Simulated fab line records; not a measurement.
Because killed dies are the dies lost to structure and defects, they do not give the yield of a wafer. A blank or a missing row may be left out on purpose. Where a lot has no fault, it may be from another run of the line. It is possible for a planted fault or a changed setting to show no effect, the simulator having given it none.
fab line records	flow sky130
record lots=7	wafers=21	last-day=50
route steps=708 shown METAL2@490 PAD_OPEN@708
lots that met no fault: from a run of the same line without faults
start-h: the number of hours between the record's first day and the start of the first shown wafer of the lot	wait-h: time in hours since the lot's previous step	" as in the row above	L1.1+2: several wafers, shown together as one row	- either no value or no given start	* or withheld: withheld	< > ~ a bound
route shown NAME@n: NAME is a module with steps in the file, n the number in the route of the first one	usual: the fault-free wafers' mean and standard deviation	same: alike in all rows	chamber/n: place in a boat	sites: per-site readings	_std_site: how widely they spread, as a standard deviation	_edge_site: the outer-site mean with the inner-site mean subtracted	radius-mm: how far each site lies from the wafer's centre	mask NAME#n: copy n	behind: the most recent tool/chamber to have shaped the wafer	hold: reason for holding the lot/hours on hold/outcome of the hold	device: whichever transistor did not switch (one of n, p or np)	end of line: tests of these same wafers at the route's end	a step with no rows: only its recipe	killed: at the first sort, the dies lost to defects and structure; wafer yield is something else	map: the dies of a wafer, with x for killed, . for not killed, _ for no die there
set.NAME: setting as actually run; set.NAME@STEP: the setting as run at that earlier step	model.NAME: the simulator's own value behind a step, which no gauge read
a table for each step, a row for each wafer; lots at some steps of the route
services: a tool's chamber out of use, with start hour (start-h, from the record's first day; less than 0 if before it), hours out, and reason
## steps
# step SKY_METAL2_DEHYDRATE_07
# recipe temp-c=200	time-s=60
# step SKY_METAL2_HMDS_08
# recipe prime-time-s=60	prime-temp-c=120
# step SKY_METAL2_COAT_09
# recipe resist=BARC	temp-c=withheld	time-s=withheld	spin-rpm=3000	resist-thk-nm=60
# step SKY_METAL2_COAT_10
# recipe resist=KrF-thick	spin-rpm=3000	resist-thk-nm=450
# step SKY_METAL2_SOFTBAKE_11
# recipe temp-c=100	time-s=90	resist=KrF-thick
# step SKY_METAL2_EXPOSE_12
# recipe mask-id=MM2	na=0.8	source-shape=annular	sigma-inner=0.55	sigma-outer=0.85	target-cd-nm=140	dose-mj=28
# step SKY_METAL2_PEB_13
# recipe peb-temp-c=withheld	peb-time-s=withheld	resist=KrF-thick
# step SKY_METAL2_DEVELOP_14
# recipe develop-time-s=60	resist=KrF-thick	dev-temp-c=21
# step SKY_METAL2_CD_MEAS_15
# recipe target-cd-nm=140
# usual cd-nm=139.9/1.6
lot.wafer	tool	chamber	start-h	wait-h	cd-nm
L608.2	cd-sem-02	-	830.99	-	141.0
L608.5	"	-	"	"	138.8
L608.6	"	-	"	"	141.2
L609.1	cd-sem-02	-	835.50	-	135.9
L609.3	"	-	"	"	136.2
L609.5	"	-	"	"	134.5
L619.3	cd-sem-01	-	922.29	-	139.1
L619.5	"	-	"	"	139.9
L619.6	"	-	"	"	140.5
L620.2	cd-sem-02	-	928.82	-	139.9
L620.4	"	-	"	"	140.7
L620.5	"	-	"	"	139.2
L621.1	cd-sem-02	-	930.72	-	139.8
L621.2	"	-	"	"	139.1
L621.3	"	-	"	"	138.6
L627.3	cd-sem-02	-	966.23	-	139.9
L627.4	"	-	"	"	141.3
L627.6	"	-	"	"	141.4
L629.1	cd-sem-01	-	978.30	-	139.3
L629.2	"	-	"	"	137.6
L629.6	"	-	"	"	139.5
# step SKY_METAL2_OVL_MEAS_16
# usual METAL2_OVL=0/5.1
lot.wafer	tool	chamber	start-h	wait-h	METAL2_OVL[nm]
L608.2	overlay-01	-	831.09	0.1	3
L608.5	"	-	"	"	-6
L608.6	"	-	"	"	-4
L609.1	overlay-01	-	835.62	0.1	3
L609.3	"	-	"	"	2
L609.5	"	-	"	"	-2
L619.3	overlay-01	-	922.38	0.1	4
L619.5	"	-	"	"	6
L619.6	"	-	"	"	-5
L620.2	overlay-02	-	928.92	0.1	2
L620.4	"	-	"	"	-3
L620.5	"	-	"	"	5
L621.1	overlay-02	-	930.84	0.1	2
L621.2	"	-	"	"	5
L621.3	"	-	"	"	1
L627.3	overlay-02	-	966.32	0.1	-5
L627.4	"	-	"	"	-1
L627.6	"	-	"	"	3
L629.1	overlay-01	-	978.42	0.1	-2
L629.2	"	-	"	"	-4
L629.6	"	-	"	"	-12
# step SKY_METAL2_DESCUM_17
# recipe chemistry=O2	source-power-w=150	bias-power-w=0	pressure-mtorr=10	temp-c=40	time-s=8
# usual drypump-motor-current-A=5.6/0.63	oes-product-au=1.005/0.011	temp-c=40.00/0.1
lot.wafer	tool	chamber	start-h	wait-h	drypump-motor-current-A	oes-product-au	rf-hours-counter-h	temp-c
L608.2	rie-metal-03	1	831.12	0.0	6.4	1.000	7	40.14
L608.5	"	1	"	"	6.4	1.005	-	39.98
L608.6	"	0	"	"	6.0	0.996	-	40.05
L609.1	rie-metal-04	1	835.65	0.0	5.6	0.989	14	39.86
L609.3	"	0	"	"	4.6	0.994	-	39.87
L609.5	"	0	"	"	4.6	0.997	-	40.05
L619.3	rie-metal-02	1	922.41	0.0	6.0	1.012	-	39.90
L619.5	"	0	"	"	5.5	1.025	-	40.19
L619.6	"	1	"	"	6.1	1.017	-	40.02
L620.2	rie-metal-02	0	928.95	0.0	5.5	1.023	15	40.01
L620.4	"	1	"	"	6.1	1.004	-	40.03
L620.5	"	1	"	"	6.0	1.007	-	40.06
L621.1	rie-metal-03	0	930.87	0.0	6.0	1.004	10	39.89
L621.2	"	1	"	"	6.4	1.001	11	39.97
L621.3	"	0	"	"	6.1	1.008	-	39.76
L627.3	rie-metal-03	0	966.36	0.0	6.0	1.004	-	40.05
L627.4	"	1	"	"	6.4	0.997	-	40.12
L627.6	"	0	"	"	6.1	0.997	-	40.05
L629.1	rie-metal-03	0	978.45	0.0	6.0	0.998	13	40.04
L629.2	"	1	"	"	6.4	1.010	13	39.96
L629.6	"	0	"	"	6.0	0.997	-	40.00
# step SKY_METAL2_ETCH_18
# recipe chemistry=N2/H2	target=BARC	ion-energy-ev=200	bias-w=100	pressure-mtorr=30	n2-flow-sccm=100	h2-flow-sccm=200	icp-w=500	stop-on=SiO2	time-s=45.9	target-depth-a=600
# usual bias-w=100.0/0.35	chamber-pressure-mTorr=30.002/0.028	drypump-motor-current-A=5.6/0.63	oes-product-au=0.855/0.0053	throttle-valve-pct=13.225/0.0091
lot.wafer	tool	chamber	start-h	wait-h	bias-w	chamber-pressure-mTorr	drypump-motor-current-A	oes-product-au	rf-hours-counter-h	throttle-valve-pct
L608.2	rie-metal-03	1	831.15	0.0	100.0	30.031	6.4	0.854	7	13.235
L608.5	"	1	"	"	100.6	30.020	6.4	0.853	-	13.222
L608.6	"	0	"	"	100.0	29.982	6.1	0.858	-	13.228
L609.1	rie-metal-04	1	835.68	0.0	100.1	30.013	5.7	0.862	14	13.217
L609.3	"	0	"	"	100.2	30.005	4.6	0.863	-	13.222
L609.5	"	0	"	"	100.2	30.007	4.7	0.850	-	13.216
L619.3	rie-metal-02	1	922.45	0.0	99.7	30.001	6.1	0.850	-	13.226
L619.5	"	0	"	"	99.9	30.043	5.5	0.859	-	13.225
L619.6	"	1	"	"	99.7	29.962	6.1	0.857	-	13.214
L620.2	rie-metal-02	0	928.98	0.0	99.6	29.964	5.5	0.858	15	13.236
L620.4	"	1	"	"	100.1	30.014	6.1	0.855	-	13.237
L620.5	"	1	"	"	100.3	29.981	6.1	0.861	-	13.219
L621.1	rie-metal-03	0	930.90	0.0	100.0	29.972	6.1	0.853	10	13.225
L621.2	"	1	"	"	100.1	30.022	6.4	0.865	11	13.219
L621.3	"	0	"	"	99.7	30.018	6.1	0.860	-	13.230
L627.3	rie-metal-03	0	966.40	0.0	100.7	30.009	6.1	0.874	-	13.228
L627.4	"	1	"	"	99.6	30.020	6.5	0.852	-	13.224
L627.6	"	0	"	"	100.5	29.990	6.0	0.858	-	13.227
L629.1	rie-metal-03	0	978.48	0.0	100.5	29.971	6.1	0.854	13	13.226
L629.2	"	1	"	"	99.9	29.975	6.4	0.854	13	13.225
L629.6	"	0	"	"	100.5	29.966	6.1	0.850	-	13.213
# step SKY_METAL2_METAL_ETCH_19
# recipe target-depth-a=3600	stop-on=SiO2	over-etch-frac=0.3	time-s=78	chemistry=Cl2/BCl3	resist-sidewall-deg=88	pressure-mtorr=10	icp-w=900	bias-w=48.5	Cl2_flow_sccm=60	bcl3-flow-sccm=30
# usual bcl3-flow-sccm=30.00/0.088	bias-w=48.50/0.14	drypump-motor-current-A=5.6/0.63	oes-product-au=0.854/0.0054	throttle-valve-pct=22.264/0.0091
lot.wafer	tool	chamber	start-h	wait-h	bcl3-flow-sccm	bias-w	drypump-motor-current-A	oes-product-au	rf-hours-counter-h	throttle-valve-pct	model.KrF-thick_of_METAL2_COAT_10.thk-nm	model.SiO2_of_VIA1_HDPCVD_00.thk-nm
L608.2	rie-metal-03	1	831.22	0.0	29.96	48.59	6.4	0.854	7	22.255	160.5	332.2
L608.5	"	1	"	"	30.17	48.63	6.4	0.853	-	22.245	158.8	330.5
L608.6	"	0	"	"	30.19	48.25	6.1	0.850	-	22.259	164.2	331.3
L609.1	rie-metal-04	1	835.75	0.0	29.90	48.66	5.7	0.857	14	22.262	162.2	331.5
L609.3	"	0	"	"	30.07	48.48	4.6	0.857	-	22.279	162.6	332.7
L609.5	"	0	"	"	29.97	48.27	4.6	0.840	-	22.263	158.9	332.8
L619.3	rie-metal-02	1	922.53	0.1	-	-	-	-	-	-	390.3	343.4
L619.5	"	0	"	"	-	-	-	-	-	-	390.8	340.8
L619.6	"	1	"	"	-	-	-	-	-	-	392.1	342.6
L620.2	rie-metal-02	0	929.05	0.0	-	-	-	-	-	-	391.4	344.9
L620.4	"	1	"	"	-	-	-	-	-	-	390.3	343.3
L620.5	"	1	"	"	-	-	-	-	-	-	390.4	344
L621.1	rie-metal-03	0	930.97	0.0	-	-	-	-	-	-	392.4	341.8
L621.2	"	1	"	"	-	-	-	-	-	-	391.5	343.4
L621.3	"	0	"	"	-	-	-	-	-	-	390.6	339.8
L627.3	rie-metal-03	0	966.47	0.1	30.06	48.44	6.1	0.861	-	22.262	159.4	331.3
L627.4	"	1	"	"	30.03	48.48	6.4	0.857	-	22.281	159.2	331.6
L627.6	"	0	"	"	29.97	48.36	6.1	0.858	-	22.269	161.9	333.5
L629.1	rie-metal-03	0	978.55	0.0	29.79	48.70	6.1	0.861	13	22.266	162.6	332
L629.2	"	1	"	"	29.96	48.43	6.4	0.851	14	22.266	158.5	331.5
L629.6	"	0	"	"	29.89	48.77	6.1	0.855	-	22.252	159.8	330.6
# step SKY_METAL2_STRIP_20
# recipe chemistry=O2/N2	power-w=1400	pressure-mtorr=1500	platen-temp-c=withheld	o2-flow-sccm=3000	n2-flow-sccm=300	overash-fraction=0.5
# usual drypump-motor-current-A=5.9/0.48	oes-product-au=0.342/0.0049	strip-time-to-endpoint-s=2.68/0.047
# same overash-fraction=0.5
lot.wafer	tool	chamber	start-h	wait-h	drypump-motor-current-A	oes-product-au	rf-hours-counter-h	strip-time-to-endpoint-s
L608.2	plasma-asher-04	1	831.31	0.1	6.2	0.352	8	2.71
L608.5	"	1	"	"	6.2	0.345	-	2.70
L608.6	"	0	"	"	5.4	0.351	-	2.76
L609.1	plasma-asher-04	0	835.84	0.1	5.3	0.345	9	2.73
L609.3	"	1	"	"	6.3	0.341	-	2.75
L609.5	"	1	"	"	6.3	0.346	-	2.70
L619.3	plasma-asher-01	1	922.62	0.1	6.4	0.444	-	5.17
L619.5	"	1	"	"	6.4	0.449	-	5.18
L619.6	"	0	"	"	5.6	0.450	-	5.19
L620.2	plasma-asher-04	1	929.14	0.1	6.2	0.455	19	5.20
L620.4	"	1	"	"	6.2	0.444	-	5.18
L620.5	"	0	"	"	5.3	0.450	-	5.19
L621.1	plasma-asher-02	0	931.06	0.1	5.3	0.443	113	5.20
L621.2	"	1	"	"	6.6	0.441	113	5.18
L621.3	"	1	"	"	6.6	0.442	-	5.17
L627.3	plasma-asher-04	1	966.56	0.1	6.2	0.332	-	2.71
L627.4	"	0	"	"	5.4	0.339	-	2.71
L627.6	"	0	"	"	5.3	0.339	-	2.72
L629.1	plasma-asher-04	1	978.64	0.1	6.2	0.341	24	2.73
L629.2	"	0	"	"	5.4	0.338	24	2.71
L629.6	"	0	"	"	5.3	0.342	-	2.70
# step SKY_METAL2_STRIP_21
# recipe chemistry=post-etch-residue-remover	time-s=1200	temp-c=72.5
# step SKY_PAD_OPEN_PROBE_99
# usual defect-limited-yield=82.7/1.9	killed_at_M0_to_M3=43/6.8	killed_at_M4_up=2.9/1.7	killed-at-contacts=24/5.4	killed-at-front-end=15/4.8	killed-at-other=0.3/0.57	killed-dies=85/9.4	killed-on-rim=16/4	killed-open=47/7.5	killed-short=38/5.7	sort_bin_3_pad_short=0.8/0.37	sort_bin_5_function=10.2/1.5	sort_bin_6_memory=6.2/1.1	sort-n-pass=407/9.4	sort-yield-pct=82.7/1.9
# same gross-dies=492	killed-at-back-side=0	sort_bin_4_leakage[%]=0	sort_bin_8_speed[%]=0
lot.wafer	tool	chamber	start-h	wait-h	hold	defect-limited-yield[%]	killed_at_M0_to_M3	killed_at_M4_up	killed-at-contacts	killed-at-front-end	killed-at-other	killed-dies	killed-on-rim	killed-open	killed-short	sort_bin_3_pad_short[%]	sort_bin_5_function[%]	sort_bin_6_memory[%]	sort-n-pass	sort-yield-pct[%]
L609.1	prober-02	-	1084.69	0.1	-	85.6	33	2	20	16	0	71	13	41	30	1.0	10.4	3.0	421	85.6
L609.3	prober-02	-	1084.79	0.2	-	81.1	36	2	21	34	0	93	18	43	50	0.6	9.6	8.7	399	81.1
L609.5	prober-02	-	1084.89	0.2	-	83.3	31	1	27	22	1	82	15	50	32	1.4	10.2	5.1	410	83.3
L619.3	prober-02	-	1152.09	0.2	await-dispo/3.4h/scrap	0	454	4	18	15	1	492	96	47	40	0.4	93.1	6.5	0	0
L619.5	prober-02	-	1152.19	0.2	await-dispo/3.4h/scrap	0	452	5	20	15	0	492	96	47	34	0.4	93.3	6.3	0	0
L619.6	prober-02	-	1152.24	0.2	await-dispo/3.4h/scrap	0	452	3	32	5	0	492	96	55	30	0.8	92.3	6.9	0	0
L620.2	prober-01	-	1154.77	0.1	await-dispo/0.8h/scrap	0	451	6	21	14	0	492	96	44	47	0.8	92.5	6.7	0	0
L620.4	prober-01	-	1154.87	0.2	await-dispo/0.8h/scrap	0	444	5	24	19	0	492	96	59	35	1.0	92.1	6.9	0	0
L620.5	prober-01	-	1154.92	0.2	await-dispo/0.8h/scrap	0	451	2	21	16	2	492	96	50	31	0.2	95.1	4.7	0	0
L621.1	prober-02	-	1155.23	0.1	await-dispo/2.5h/scrap	0	449	3	23	17	0	492	96	48	36	0.8	93.5	5.7	0	0
L621.2	prober-02	-	1155.28	0.1	await-dispo/2.5h/scrap	0	443	2	34	12	1	492	96	53	32	0.6	92.9	6.5	0	0
L621.3	prober-02	-	1155.33	0.2	await-dispo/2.5h/scrap	0	458	4	19	11	0	492	96	44	27	0.8	92.9	6.3	0	0
L629.1	prober-02	-	1188.28	0.1	-	83.7	41	3	30	6	0	80	20	47	33	0.6	10.2	5.5	412	83.7
L629.2	prober-02	-	1188.33	0.1	-	84.3	44	0	19	13	1	77	19	42	35	0.4	8.3	6.9	415	84.3
L629.6	prober-02	-	1188.53	0.2	-	83.9	38	7	21	13	0	79	14	47	32	1.2	8.7	6.1	413	83.9
# killed by level:class
L609.1 VIA3:geometric-particle:open=8 VIA1:geometric-particle:open=7 LI_CONTACT:geometric-particle:open=7 CONTACT:geometric-particle:short=6 CONTACT:geometric-particle:open=6 FIELD_ISO:geometric-particle:short=5 POLY_GATE:geometric-particle:short=4 METAL1:geometric-particle:short=4
L609.3 POLY_GATE:geometric-particle:short=8 LOCAL_INTERCONNECT:geometric-particle:short=8 VIA1:geometric-particle:open=8 VIA3:geometric-particle:open=7 FIELD_ISO:geometric-particle:short=6 FIELD_ISO:geometric-particle:open=6 POLY_GATE:geometric-particle:open=6 LI_CONTACT:geometric-particle:open=5
L609.5 CONTACT:geometric-particle:open=10 POLY_GATE:geometric-particle:open=8 VIA2:geometric-particle:open=8 VIA1:geometric-particle:open=6 LI_CONTACT:geometric-particle:open=5 LOCAL_INTERCONNECT:geometric-particle:short=5 METAL2:geometric-particle:short=5 FIELD_ISO:geometric-particle:open=4
L619.3 METAL2:area-etch=405 VIA1:geometric-particle:open=11 VIA2:geometric-particle:open=10 VIA3:geometric-particle:open=8 FIELD_ISO:geometric-particle:short=6 POLY_GATE:geometric-particle:short=5 LI_CONTACT:geometric-particle:open=5 CONTACT:geometric-particle:open=5
L619.5 METAL2:area-etch=411 VIA1:geometric-particle:open=13 METAL2:geometric-particle:short=8 VIA2:geometric-particle:open=7 CONTACT:geometric-particle:short=6 LI_CONTACT:geometric-particle:open=6 CONTACT:geometric-particle:open=6 FIELD_ISO:geometric-particle:short=5
L619.6 METAL2:area-etch=407 CONTACT:geometric-particle:open=12 VIA3:geometric-particle:open=11 VIA1:geometric-particle:open=10 LI_CONTACT:geometric-particle:open=10 LOCAL_INTERCONNECT:geometric-particle:short=5 METAL2:geometric-particle:short=5 VIA2:geometric-particle:open=5
L620.2 METAL2:area-etch=401 VIA2:geometric-particle:open=10 CONTACT:geometric-particle:open=9 METAL1:geometric-particle:short=8 VIA1:geometric-particle:short=6 VIA1:geometric-particle:open=6 VIA3:geometric-particle:open=6 FIELD_ISO:geometric-particle:open=5
L620.4 METAL2:area-etch=398 VIA2:geometric-particle:open=14 CONTACT:geometric-particle:open=10 FIELD_ISO:geometric-particle:open=7 LI_CONTACT:geometric-particle:open=7 METAL1:geometric-particle:short=7 VIA3:geometric-particle:open=7 VIA1:geometric-particle:open=6
L620.5 METAL2:area-etch=411 VIA1:geometric-particle:open=11 LI_CONTACT:geometric-particle:open=9 VIA2:geometric-particle:open=9 METAL1:geometric-particle:short=7 CONTACT:geometric-particle:open=6 VIA3:geometric-particle:open=6 FIELD_ISO:geometric-particle:short=5
L621.1 METAL2:area-etch=408 LI_CONTACT:geometric-particle:open=8 VIA2:geometric-particle:open=8 CONTACT:geometric-particle:open=7 VIA3:geometric-particle:open=7 VIA1:geometric-particle:open=6 FIELD_ISO:geometric-particle:open=5 FIELD_ISO:geometric-particle:short=5
L621.2 METAL2:area-etch=407 LI_CONTACT:geometric-particle:open=12 VIA1:geometric-particle:open=11 CONTACT:geometric-particle:open=8 CONTACT:geometric-particle:short=8 VIA2:geometric-particle:open=8 VIA3:geometric-particle:open=6 POLY_GATE:geometric-particle:short=3
L621.3 METAL2:area-etch=421 VIA3:geometric-particle:open=8 VIA2:geometric-particle:open=8 CONTACT:geometric-particle:open=7 VIA1:geometric-particle:open=7 POLY_GATE:geometric-particle:open=4 LI_CONTACT:geometric-particle:open=4 LOCAL_INTERCONNECT:geometric-particle:short=4
L629.1 CONTACT:geometric-particle:open=11 LI_CONTACT:geometric-particle:open=10 VIA1:geometric-particle:open=9 VIA3:geometric-particle:short=6 VIA2:geometric-particle:open=6 LOCAL_INTERCONNECT:geometric-particle:short=4 METAL2:geometric-particle:short=4 VIA3:geometric-particle:open=4
L629.2 VIA1:geometric-particle:open=9 LI_CONTACT:geometric-particle:open=7 CONTACT:geometric-particle:open=6 METAL1:geometric-particle:short=6 VIA3:geometric-particle:open=6 METAL2:geometric-particle:short=6 FIELD_ISO:geometric-particle:open=5 VIA2:geometric-particle:short=5
L629.6 CONTACT:geometric-particle:open=10 VIA1:geometric-particle:open=8 VIA2:geometric-particle:open=7 VIA3:geometric-particle:open=6 METAL4:geometric-particle:short=6 LI_CONTACT:geometric-particle:open=5 METAL1:geometric-particle:short=4 VIA1:geometric-particle:short=4
# map L619.3 (x killed, . not)
__________xxxxxxxxxx_________
________xxxxxxxxxxxxxx_______
______xxxxxxxxxxxxxxxxxx_____
_____xxxxxxxxxxxxxxxxxxxx____
____xxxxxxxxxxxxxxxxxxxxxx___
___xxxxxxxxxxxxxxxxxxxxxxxx__
__xxxxxxxxxxxxxxxxxxxxxxxxxx_
_xxxxxxxxxxxxxxxxxxxxxxxxxxxx
_xxxxxxxxxxxxxxxxxxxxxxxxxxxx
_xxxxxxxxxxxxxxxxxxxxxxxxxxxx
_xxxxxxxxxxxxxxxxxxxxxxxxxxxx
_xxxxxxxxxxxxxxxxxxxxxxxxxxxx
_xxxxxxxxxxxxxxxxxxxxxxxxxxxx
_xxxxxxxxxxxxxxxxxxxxxxxxxxxx
_xxxxxxxxxxxxxxxxxxxxxxxxxxxx
__xxxxxxxxxxxxxxxxxxxxxxxxxx_
___xxxxxxxxxxxxxxxxxxxxxxxx__
____xxxxxxxxxxxxxxxxxxxxxx___
_____xxxxxxxxxxxxxxxxxxxx____
______xxxxxxxxxxxxxxxxxx_____
________xxxxxxxxxxxxxx_______
__________xxxxxxxxxx_________
# map L620.2 (x killed, . not)
__________xxxxxxxxxx_________
________xxxxxxxxxxxxxx_______
______xxxxxxxxxxxxxxxxxx_____
_____xxxxxxxxxxxxxxxxxxxx____
____xxxxxxxxxxxxxxxxxxxxxx___
___xxxxxxxxxxxxxxxxxxxxxxxx__
__xxxxxxxxxxxxxxxxxxxxxxxxxx_
_xxxxxxxxxxxxxxxxxxxxxxxxxxxx
_xxxxxxxxxxxxxxxxxxxxxxxxxxxx
_xxxxxxxxxxxxxxxxxxxxxxxxxxxx
_xxxxxxxxxxxxxxxxxxxxxxxxxxxx
_xxxxxxxxxxxxxxxxxxxxxxxxxxxx
_xxxxxxxxxxxxxxxxxxxxxxxxxxxx
_xxxxxxxxxxxxxxxxxxxxxxxxxxxx
_xxxxxxxxxxxxxxxxxxxxxxxxxxxx
__xxxxxxxxxxxxxxxxxxxxxxxxxx_
___xxxxxxxxxxxxxxxxxxxxxxxx__
____xxxxxxxxxxxxxxxxxxxxxx___
_____xxxxxxxxxxxxxxxxxxxx____
______xxxxxxxxxxxxxxxxxx_____
________xxxxxxxxxxxxxx_______
__________xxxxxxxxxx_________
## services
tool	chamber	start-h	hours	kind
rie-metal-04	1	853.84	-	clean
rie-metal-04	1	853.84	27.2	scheduled-down
rie-metal-04	1	853.84	27.2	vent-cycle
plasma-asher-01	-	868.07	1.5	repair
rie-metal-04	-	878.12	0.5	repair
rie-metal-02	1	884.07	-	clean
rie-metal-02	1	884.07	21.5	scheduled-down
rie-metal-02	1	884.07	21.5	vent-cycle
plasma-asher-01	-	885.54	10.4	repair
plasma-asher-01	-	909.22	1.1	repair
plasma-asher-04	-	916.56	0.7	repair
plasma-asher-04	-	936.03	3.9	repair
plasma-asher-04	-	960.05	0.6	repair
plasma-asher-01	-	965.74	7.1	repair
## key
first-sign step=SKY_METAL2_METAL_ETCH_19	reading=tool-record	direction=missing
effect step=SKY_METAL2_STRIP_20	reading=strip-time-to-endpoint-s	direction=up	sigmas=54	usual=*	struck=*
effect step=SKY_PAD_OPEN_PROBE_99	reading=killed_at_M0_to_M3	direction=up	sigmas=60	usual=43	struck=450
model-effect step=SKY_METAL2_METAL_ETCH_19	value=KrF-thick_of_METAL2_COAT_10.thk-nm	without=153	struck=391.1
more-kills-born-at SKY_METAL2_METAL_ETCH_19@rie-metal-02=2433	SKY_METAL2_METAL_ETCH_19@rie-metal-03=1236
met-at SKY_METAL2_METAL_ETCH_19
struck-wafers L619.3,L619.5,L619.6,L620.2,L620.4,L620.5,L621.1,L621.2,L621.3
later-rows-left-out L619.3,L619.5,L619.6,L620.2,L620.4,L620.5,L621.1,L621.2,L621.3
onset-between 831.22 922.53
fault kind=skipped-step-whole	tool=rie-metal-02,rie-metal-03	chamber=-	onset-h=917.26	steps=SKY_METAL2_METAL_ETCH_19	scope=struck-lots-only
# later-rows-left-out: the simulator's readings of these wafers behind a module that went badly wrong aren't trusted and aren't shown, but for the sort
